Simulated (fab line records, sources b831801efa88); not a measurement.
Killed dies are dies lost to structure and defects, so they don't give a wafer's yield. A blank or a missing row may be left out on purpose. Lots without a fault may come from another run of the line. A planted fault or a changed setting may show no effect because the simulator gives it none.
One fault seen from 2 desks | flow sky130 | each desk has only its own numbers; what lay behind them comes last

THE TOOL OWNER'S DESK: rie_diel-04
The tool's own readings at SKY_VIA3_ETCH_14 (etches BARC in N2/H2, stops on SiO2, time 45.9 s, target depth 60 nm): means of the sampled wafers that have a number, for each lot that ran on this tool. A lot is out of limits, marked OUT, if its mean lies more than 4 standard deviations from the usual mean; the brackets give that distance.
Columns: A = drypump_motor_current_A at SKY_VIA3_ETCH_14, usual 5.9 A; B = oes_product_au at SKY_VIA3_ETCH_14, usual 0.855 a.u.; C = rf_fwd_power_W at SKY_VIA3_ETCH_14, usual 494.5 W; D = throttle_valve_pct at SKY_VIA3_ETCH_14, usual 13.224 %
lot  | first seen here | A   | B     | C     | D
L959 | day 41 18:50    | 6.2 | 0.854 | 493.5 | 13.218
L964 | day 43 03:32    | 6.1 | 0.853 | 495.6 | 13.229
This desk's finding: nothing out of limits on any of the 2 lots.

THE METROLOGY DESK
What the gauges read, lot by lot, whatever tool the lot ran on: means of the sampled wafers that have a number. A lot is out of limits, marked OUT, if its mean lies more than 4 standard deviations from the usual mean; the brackets give that distance.
Columns: A = VIA3_BOW at SKY_VIA3_BOW_MEAS_03, usual 78 um; B = cd_nm at SKY_VIA3_CD_MEAS_12, usual 200.1 nm; C = VIA3_OVL at SKY_VIA3_OVL_MEAS_13, usual -4 nm
lot  | first seen here | A  | B     | C
L959 | day 40 18:19    | 77 | 200.0 | 1
L964 | day 42 04:02    | 82 | 201.0 | -6
L970 | day 43 20:23    | 68 | 199.4 | 0
L973 | day 44 12:47    | 79 | 199.2 | -1
L974 | day 44 16:23    | 77 | 200.9 | -7
This desk's finding: nothing out of limits on any of the 5 lots.

PUT TOGETHER
The tool owner's desk saw nothing out of limits.
The metrology desk saw nothing out of limits.

WHAT THE SIMULATOR HAD PUT IN
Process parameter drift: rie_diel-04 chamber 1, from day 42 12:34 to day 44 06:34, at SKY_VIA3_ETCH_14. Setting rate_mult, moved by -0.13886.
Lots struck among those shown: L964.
